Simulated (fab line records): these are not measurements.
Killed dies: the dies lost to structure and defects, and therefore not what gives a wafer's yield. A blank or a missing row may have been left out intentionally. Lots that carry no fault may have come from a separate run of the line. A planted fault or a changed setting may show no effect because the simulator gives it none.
fab line records	flow sky130
record lots=11	wafers=33	lastDay=50
route steps=708 shown LI_CONTACT@386 CONTACT@430 METAL1@438 VIA1@471 PAD_OPEN@708
lots with no fault: from the same line, run without faults
startH: hours from the record's first day to the start of the lot's first wafer shown	waitH: time in hours since the lot's previous step	" identical to the entry in the row above	L1.1+2: several wafers, shown together as one row	- either no value or no given start	* or withheld: withheld	< > ~ a bound
route shown NAME@n: names a module that has steps shown in the file, with the first one's number in the route	usual: the fault-free wafers' mean and standard deviation	same: alike in all rows	chamber/n: place in a boat	sites: the reading at each site	_std_site: the values' standard deviation	_edge_site: mean of outer sites minus mean of inner sites	radiusMm: how far each site lies from the wafer's centre	mask NAME#n: copy n	behind: the last tool/chamber to shape the wafer	hold: what put the lot on hold/how long, in hours/how the hold closed	device: the n, p or np transistor that did not switch	end of line: the same wafers' tests at the end of the route	step lacking rows: just its recipe	killed: dies that structure and defects cost at the first sort, which is not the same as the wafer's yield	map: per-die view of a wafer (x killed, . not killed, _ where there is no die)
set.NAME: the setting as run; set.NAME@STEP: as run at that earlier step	model.NAME: the simulator's own value behind a step, which no gauge read
steps of the route over a sample of lots; a table a step, a row a wafer
services: the hour from which a tool's chamber was out of use, counted from the record's first day as startH (under 0 if before that day), plus the number of hours and why
## steps
# step SKY_LI_CONTACT_CMP_24
# recipe stopOn=PSG	tOverpolishS=20	downForcePsi=3.5	platenRpm=60	targetThkNm=0	padVelocityMS=0.94248
# usual edgeZonePressureFrac=1.000/0.0046	motorCurrentA=11.9/1.3	overpolishRunS=20.002/0.0081	slurryFilterDpKPa=13.49/0.13	timeToEndpointS=97/3.4
lot.wafer	tool	chamber	startH	waitH	edgeZonePressureFrac	motorCurrentA	overpolishRunS	slurryFilterDpKPa	timeToEndpointS
L993.3	cmp-02	0	670.46	0.0	1.003	10.4	19.997	13.43	96
L993.2	"	1	"	"	0.997	12.1	20.013	13.29	102
L993.5	"	0	"	"	1.008	10.9	19.993	13.63	97
L995.1	cmp-02	3	701.27	0.1	1.003	11.6	20.007	13.51	96
L995.6	"	3	"	"	1.001	12.1	20.015	13.37	98
L995.5	"	0	"	"	1.006	10.2	20.016	13.30	97
L100.4	cmp-01	0	725.27	0.1	1.001	10.4	19.999	13.58	101
L100.3	"	1	"	"	0.999	10.2	20.004	13.45	93
L100.2	"	2	"	"	1.006	12.5	19.998	13.50	98
L103.1	cmp-02	0	759.67	0.1	1.002	10.7	19.982	13.34	97
L103.2	"	1	"	"	0.992	12.2	20.004	13.24	102
L103.5	"	3	"	"	0.998	12.2	19.998	13.53	102
L104.3	cmp-01	1	769.61	0.1	1.004	10.1	20.001	13.28	97
L104.1	"	3	"	"	1.007	13.4	20.023	13.38	103
L104.6	"	1	"	"	1.011	10.6	19.993	13.41	94
L105.1	cmp-01	1	775.61	0.1	1.003	10.4	19.995	13.36	101
L105.2	"	2	"	"	1.007	12.7	20.015	13.71	96
L105.6	"	1	"	"	0.994	10.3	20.010	13.45	99
L111.4	cmp-02	1	821.69	0.1	0.999	11.6	20.005	13.40	100
L111.5	"	0	"	"	0.995	11.0	20.002	13.63	99
L111.6	"	1	"	"	1.003	12.3	20.003	13.47	99
L112.2	cmp-02	0	825.99	0.1	1.006	9.9	20.005	13.32	97
L112.4	"	1	"	"	0.993	12.4	19.988	13.58	101
L112.3	"	2	"	"	1.006	13.4	20.006	13.61	97
L113.3	cmp-02	3	838.43	0.1	0.995	12.5	20.017	13.40	102
L113.1	"	0	"	"	0.994	10.1	20.000	13.41	95
L113.6	"	2	"	"	1.000	13.6	20.000	13.40	97
L114.1	cmp-02	1	867.52	0.2	1.000	12.2	20.005	13.52	94
L114.5	"	2	"	"	0.993	12.8	20.006	13.48	96
L114.6	"	3	"	"	1.004	12.0	20.006	13.56	98
L116.2	cmp-02	2	868.73	0.0	1.002	13.4	20.004	13.57	98
L116.1	"	1	"	"	1.003	11.8	20.007	13.43	101
L116.5	"	3	"	"	1.005	12.5	19.997	13.65	97
# step SKY_CONTACT_CVD_24
# recipe material=W	targetThkNm=340	timeS=102.12	tempC=400	pressureTorr=40
# usual chamberPressureTorr=40.01/0.092	heaterPowerOuterW=624/130	heaterPowerW=946/140
lot.wafer	tool	chamber	startH	waitH	chamberPressureTorr	heaterPowerOuterW	heaterPowerW	sinceWetCleanH
L993.2	cvdW-02	1	728.52	0.0	39.95	497	794	825
L993.3	"	1	"	"	40.01	514	776	-
L993.5	"	0	"	"	40.13	683	963	-
L995.1	cvdW-01	0	760.58	0.0	40.04	494	835	357
L995.5	"	0	"	"	39.81	514	851	-
L995.6	"	1	"	"	40.02	810	1130	-
L100.2	cvdW-01	1	782.62	0.0	40.03	816	1141	379
L100.3	"	1	"	"	40.12	786	1110	-
L100.4	"	0	"	"	40.13	505	857	-
L103.1	cvdW-01	0	815.36	0.0	-	-	-	-
L103.2	"	1	"	"	-	-	-	-
L103.5	"	0	"	"	-	-	-	-
L104.1	cvdW-01	1	825.79	0.0	-	-	-	-
L104.3	"	0	"	"	-	-	-	-
L104.6	"	1	"	"	-	-	-	-
L105.1	cvdW-01	1	831.05	0.0	39.94	795	1132	427
L105.2	"	0	"	"	39.91	495	848	427
L105.6	"	1	"	"	39.89	811	1141	-
L111.4	cvdW-01	0	877.94	0.1	40.08	502	833	-
L111.5	"	0	"	"	40.05	499	841	-
L111.6	"	1	"	"	39.96	807	1113	-
L112.2	cvdW-01	0	880.99	0.0	40.04	493	854	477
L112.3	"	1	"	"	39.99	804	1137	-
L112.4	"	0	"	"	40.11	499	838	-
L113.1	cvdW-01	0	893.93	0.0	40.14	505	837	490
L113.3	"	0	"	"	39.98	506	844	-
L113.6	"	0	"	"	40.12	508	830	-
L114.1	cvdW-01	0	921.54	0.0	39.83	502	857	518
L114.5	"	1	"	"	40.11	808	1158	-
L114.6	"	0	"	"	40.00	517	819	-
L116.1	cvdW-01	1	923.02	0.0	40.09	804	1125	519
L116.2	"	0	"	"	39.98	509	844	519
L116.5	"	0	"	"	40.00	515	851	-
# step SKY_CONTACT_RS_MEAS_25
# recipe thkMeasGauge=four-point-probe	reads=W_of_CONTACT_CVD_24+TiN_of_CONTACT_SPUTTER_23
# usual CONTACT_W_RS=0.337/0.0047
lot.wafer	tool	chamber	startH	waitH	CONTACT_W_RS[ohm/sq]
L993.2	filmMetro-02	-	728.65	0.1	0.328
L993.3	"	-	"	"	0.333
L993.5	"	-	"	"	0.338
L995.1	filmMetro-01	-	760.69	0.1	0.339
L995.5	"	-	"	"	0.343
L995.6	"	-	"	"	0.341
L100.2	filmMetro-01	-	782.75	0.1	0.339
L100.3	"	-	"	"	0.337
L100.4	"	-	"	"	0.336
L103.1	filmMetro-02	-	815.47	0.1	58.263
L103.2	"	-	"	"	57.888
L103.5	"	-	"	"	57.988
L104.1	filmMetro-02	-	825.94	0.1	57.661
L104.3	"	-	"	"	58.409
L104.6	"	-	"	"	58.197
L105.1	filmMetro-02	-	831.16	0.1	0.342
L105.2	"	-	"	"	0.340
L105.6	"	-	"	"	0.341
L111.4	filmMetro-01	-	878.08	0.1	0.338
L111.5	"	-	"	"	0.338
L111.6	"	-	"	"	0.338
L112.2	filmMetro-01	-	881.12	0.1	0.339
L112.3	"	-	"	"	0.335
L112.4	"	-	"	"	0.337
L113.1	filmMetro-01	-	894.04	0.1	0.337
L113.3	"	-	"	"	0.337
L113.6	"	-	"	"	0.337
L114.1	filmMetro-01	-	921.65	0.1	0.348
L114.5	"	-	"	"	0.343
L114.6	"	-	"	"	0.342
L116.1	filmMetro-01	-	923.13	0.1	0.343
L116.2	"	-	"	"	0.345
L116.5	"	-	"	"	0.341
# step SKY_CONTACT_THK_MEAS_26
# recipe thkMeasGauge=xrf	reads=W_of_CONTACT_CVD_24
# usual CONTACT_W_THK=341/5.8
lot.wafer	tool	chamber	startH	waitH	CONTACT_W_THK[nm]
L993.2	filmMetro-02	-	728.76	0.1	349
L993.3	"	-	"	"	346
L993.5	"	-	"	"	341
L995.1	filmMetro-01	-	760.81	0.1	336
L995.5	"	-	"	"	332
L995.6	"	-	"	"	332
L100.2	filmMetro-01	-	782.86	0.1	340
L100.3	"	-	"	"	341
L100.4	"	-	"	"	344
L103.1	filmMetro-02	-	815.59	0.1	-
L103.2	"	-	"	"	-
L103.5	"	-	"	"	-
L104.1	filmMetro-02	-	826.06	0.1	<0
L104.3	"	-	"	"	<0
L104.6	"	-	"	"	-
L105.1	filmMetro-02	-	831.28	0.1	336
L105.2	"	-	"	"	336
L105.6	"	-	"	"	337
L111.4	filmMetro-01	-	878.17	0.1	337
L111.5	"	-	"	"	335
L111.6	"	-	"	"	333
L112.2	filmMetro-01	-	881.23	0.1	334
L112.3	"	-	"	"	336
L112.4	"	-	"	"	334
L113.1	filmMetro-01	-	894.16	0.1	340
L113.3	"	-	"	"	342
L113.6	"	-	"	"	341
L114.1	filmMetro-01	-	921.77	0.1	330
L114.5	"	-	"	"	334
L114.6	"	-	"	"	335
L116.1	filmMetro-01	-	923.25	0.1	335
L116.2	"	-	"	"	332
L116.5	"	-	"	"	334
# step SKY_METAL1_SPUTTER_04
# recipe material=TiN	targetThkNm=70	powerW=6500	timeS=58.3	chamberPressurePa=0.4
# usual throttleValvePct=30.2/0.98
lot.wafer	tool	chamber	startH	waitH	throttleValvePct
L993.2	pvdSputter-03	-	729.22	0.0	29.6
L993.3	"	-	"	"	30.8
L993.5	"	-	"	"	29.4
L995.1	pvdSputter-02	-	761.26	0.0	30.2
L995.5	"	-	"	"	32.3
L995.6	"	-	"	"	30.2
L100.2	pvdSputter-03	-	783.30	0.0	29.2
L100.3	"	-	"	"	29.3
L100.4	"	-	"	"	31.1
L105.1	pvdSputter-02	-	831.73	0.0	30.1
L105.2	"	-	"	"	31.6
L105.6	"	-	"	"	30.3
L111.4	pvdSputter-03	-	878.59	0.0	29.2
L111.5	"	-	"	"	29.1
L111.6	"	-	"	"	31.2
L112.2	pvdSputter-03	-	881.68	0.0	29.2
L112.3	"	-	"	"	30.7
L112.4	"	-	"	"	29.2
L113.1	pvdSputter-02	-	894.61	0.0	31.4
L113.3	"	-	"	"	30.0
L113.6	"	-	"	"	30.1
L114.1	pvdSputter-02	-	922.32	0.0	30.4
L114.5	"	-	"	"	29.4
L114.6	"	-	"	"	31.8
L116.1	pvdSputter-04	-	923.70	0.0	29.2
L116.2	"	-	"	"	30.9
L116.5	"	-	"	"	31.2
# step SKY_VIA1_OVL_MEAS_13
# usual VIA1_OVL=-1/5.4
lot.wafer	tool	chamber	startH	waitH	VIA1_OVL[nm]
L993.2	overlay-01	-	785.30	0.1	-2
L993.3	"	-	"	"	9
L993.5	"	-	"	"	5
L995.1	overlay-01	-	815.56	0.1	-6
L995.5	"	-	"	"	-2
L995.6	"	-	"	"	-12
L100.2	overlay-01	-	838.26	0.1	-8
L100.3	"	-	"	"	2
L100.4	"	-	"	"	0
L105.1	overlay-02	-	886.01	0.1	-1
L105.2	"	-	"	"	-1
L105.6	"	-	"	"	-3
L111.4	overlay-01	-	931.39	0.1	5
L111.5	"	-	"	"	2
L111.6	"	-	"	"	10
L112.2	overlay-01	-	934.03	0.1	-5
L112.3	"	-	"	"	-1
L112.4	"	-	"	"	-4
L113.1	overlay-01	-	944.75	0.1	-6
L113.3	"	-	"	"	-1
L113.6	"	-	"	"	-8
L114.1	overlay-01	-	972.36	0.1	-14
L114.5	"	-	"	"	-9
L114.6	"	-	"	"	-10
L116.1	overlay-01	-	974.42	0.1	1
L116.2	"	-	"	"	2
L116.5	"	-	"	"	14
# step SKY_PAD_OPEN_PROBE_99
# usual killed_at_M0_to_M3=43/6.8	killed_at_M4_up=3.2/1.7	killedAtContacts=24/5.6	killedAtFrontEnd=15/4.7	killedAtOther=0.3/0.59	killedDies=86/10	killedOnRim=16/4	killedOpen=47/6.8	killedShort=39/6.4
# same grossDies=492	killedAtBackSide=0
lot.wafer	tool	chamber	startH	waitH	killed_at_M0_to_M3	killed_at_M4_up	killedAtContacts	killedAtFrontEnd	killedAtOther	killedDies	killedOnRim	killedOpen	killedShort
L993.2	prober-02	-	1068.17	0.1	43	6	24	15	0	88	17	52	35
L993.3	prober-02	-	1068.22	0.2	37	3	36	13	0	89	8	48	40
L993.5	prober-02	-	1068.32	0.2	58	3	22	17	1	101	22	56	45
L100.2	prober-01	-	1111.40	0.1	49	2	31	12	0	94	16	56	38
L100.3	prober-01	-	1111.45	0.2	31	3	25	15	0	74	13	43	31
L100.4	prober-01	-	1111.50	0.2	53	3	27	19	1	103	18	54	48
L103.1	prober-02	-	1135.69	0.1	49	2	429	12	0	492	96	49	41
L103.2	prober-02	-	1135.74	0.1	36	4	436	15	1	492	96	48	32
L103.5	prober-02	-	1135.89	0.2	40	0	434	18	0	492	96	44	42
L104.1	prober-01	-	1144.31	0.1	53	3	420	16	0	492	96	43	42
L104.3	prober-01	-	1144.41	0.2	58	5	411	18	0	492	96	52	50
L104.6	prober-01	-	1144.56	0.2	47	5	426	14	0	492	96	47	37
# killed by level:class
L993.2 VIA1:geometricParticle:open=12 VIA2:geometricParticle:open=8 LI_CONTACT:geometricParticle:open=7 CONTACT:geometricParticle:open=6 CONTACT:geometricParticle:short=5 METAL2:geometricParticle:short=5 VIA3:geometricParticle:open=5 METAL4:geometricParticle:short=5
L993.3 VIA1:geometricParticle:open=13 CONTACT:geometricParticle:open=12 LI_CONTACT:geometricParticle:open=8 CONTACT:geometricParticle:short=7 LOCAL_INTERCONNECT:geometricParticle:short=5 FIELD_ISO:geometricParticle:open=4 LI_CONTACT:geometricParticle:short=4 VIA3:geometricParticle:short=4
L993.5 VIA1:geometricParticle:open=11 VIA3:geometricParticle:open=8 CONTACT:geometricParticle:open=8 METAL2:geometricParticle:short=7 METAL1:geometricParticle:short=7 VIA2:geometricParticle:open=7 FIELD_ISO:geometricParticle:open=5 LI_CONTACT:geometricParticle:open=4
L100.2 CONTACT:geometricParticle:open=13 VIA1:geometricParticle:open=13 LI_CONTACT:geometricParticle:open=10 VIA2:geometricParticle:open=7 METAL2:geometricParticle:short=7 METAL1:geometricParticle:short=5 FIELD_ISO:geometricParticle:open=4 CONTACT:geometricParticle:short=4
L100.3 CONTACT:geometricParticle:open=10 VIA1:geometricParticle:open=9 METAL1:geometricParticle:short=6 POLY_GATE:geometricParticle:open=6 LI_CONTACT:geometricParticle:open=6 LOCAL_INTERCONNECT:geometricParticle:short=5 METAL2:geometricParticle:short=5 VIA2:geometricParticle:open=4
L100.4 VIA1:geometricParticle:open=16 CONTACT:geometricParticle:open=10 METAL2:geometricParticle:short=8 LI_CONTACT:geometricParticle:open=7 VIA3:geometricParticle:open=6 FIELD_ISO:geometricParticle:open=5 POLY_GATE:geometricParticle:short=5 METAL1:geometricParticle:short=5
L103.1 CONTACT:areaCvd=402 CONTACT:geometricParticle:open=10 VIA1:geometricParticle:open=10 LI_CONTACT:geometricParticle:open=9 METAL1:geometricParticle:short=9 METAL2:geometricParticle:short=6 VIA2:geometricParticle:open=5 VIA3:geometricParticle:open=4
L103.2 CONTACT:areaCvd=412 VIA2:geometricParticle:open=7 POLY_GATE:geometricParticle:open=6 LI_CONTACT:geometricParticle:open=6 VIA1:geometricParticle:open=6 VIA3:geometricParticle:open=5 CONTACT:geometricParticle:open=5 METAL1:geometricParticle:short=4
L103.5 CONTACT:areaCvd=405 LI_CONTACT:geometricParticle:open=11 CONTACT:geometricParticle:open=10 VIA1:geometricParticle:short=9 METAL1:geometricParticle:short=6 VIA2:geometricParticle:open=6 VIA3:geometricParticle:open=6 POLY_GATE:geometricParticle:short=5
L104.1 CONTACT:areaCvd=406 VIA1:geometricParticle:open=15 METAL1:geometricParticle:short=8 VIA2:geometricParticle:open=8 METAL2:geometricParticle:short=6 FIELD_ISO:geometricParticle:open=5 LI_CONTACT:geometricParticle:open=4 LOCAL_INTERCONNECT:geometricParticle:short=4
L104.3 CONTACT:areaCvd=390 VIA1:geometricParticle:open=13 VIA3:geometricParticle:open=10 LI_CONTACT:geometricParticle:open=8 METAL1:geometricParticle:short=8 POLY_GATE:geometricParticle:short=7 VIA1:geometricParticle:short=7 METAL2:geometricParticle:short=7
L104.6 CONTACT:areaCvd=408 VIA3:geometricParticle:open=9 VIA1:geometricParticle:open=8 METAL2:geometricParticle:short=7 VIA2:geometricParticle:open=7 LI_CONTACT:geometricParticle:open=6 METAL1:geometricParticle:short=6 POLY_GATE:geometricParticle:open=5
## services
tool	chamber	startH	hours	kind
cmp-01	-	661.88	1.3	repair
cvdW-02	0	696.64	3.7	repair
pvdSputter-02	3	699.74	-	consumableReplace:kit
cvdW-01	-	701.92	8.7	repair
pvdSputter-03	-	714.41	1.3	repair
pvdSputter-03	-	716.47	3.3	repair
cmp-02	-	724.36	3.5	repair
cmp-01	-	731.33	0.4	repair
cvdW-02	-	732.74	0.5	repair
cmp-02	-	738.57	1.0	repair
cmp-02	-	744.00	4.0	pm
cmp-02	-	748.00	-	consumableReplace:conditioner
cmp-02	-	748.00	-	consumableReplace:pad
pvdSputter-04	-	748.21	2.4	repair
pvdSputter-04	-	765.86	0.5	repair
cmp-01	-	792.24	4.7	pm
pvdSputter-02	-	803.55	0.5	repair
cmp-01	-	819.24	15.2	pm
cvdW-01	-	841.43	0.7	repair
cvdW-01	0	896.46	12.7	repair
cmp-01	-	903.06	1.9	repair
cvdW-02	-	904.00	14.0	pm
cmp-02	-	909.36	3.7	repair
cmp-01	-	918.48	4.0	pm
## key
firstSign step=SKY_CONTACT_CVD_24	reading=toolRecord	direction=missing
effect step=SKY_CONTACT_RS_MEAS_25	reading=CONTACT_W_RS	direction=up	sigmas=99+	usual=0.337	struck=58.068
effect step=SKY_CONTACT_THK_MEAS_26	reading=CONTACT_W_THK	direction=missing
effect step=SKY_PAD_OPEN_PROBE_99	reading=killedAtContacts	direction=up	sigmas=72	usual=24	struck=426
moreKillsBornAt SKY_CONTACT_CVD_24@cvdW-01=2414
metAt SKY_CONTACT_CVD_24
struckLots L103,L104
laterRowsLeftOut L103.1,L103.2,L103.5,L104.1,L104.3,L104.6
testerLeftOut L103,L104
notActingAt SKY_LI_CONTACT_CMP_24,SKY_METAL1_SPUTTER_04,SKY_VIA1_OVL_MEAS_13
onsetBetween 782.62 815.36
fault kind=skippedStepWhole	tool=cvdW-01	chamber=-	onsetH=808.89	steps=SKY_CONTACT_CVD_24	scope=struckLotsOnly
# testerLeftOut: of these lots the tester's yield and bins aren't shown, on N5 and GAA mostly nor the transistor test; their killed dies are dies lost to structure and defects alone, not to doping, threshold or leakage, so they don't give the yield
# laterRowsLeftOut: the simulator's readings of these wafers behind a module that went badly wrong aren't trusted and aren't shown, but for the sort
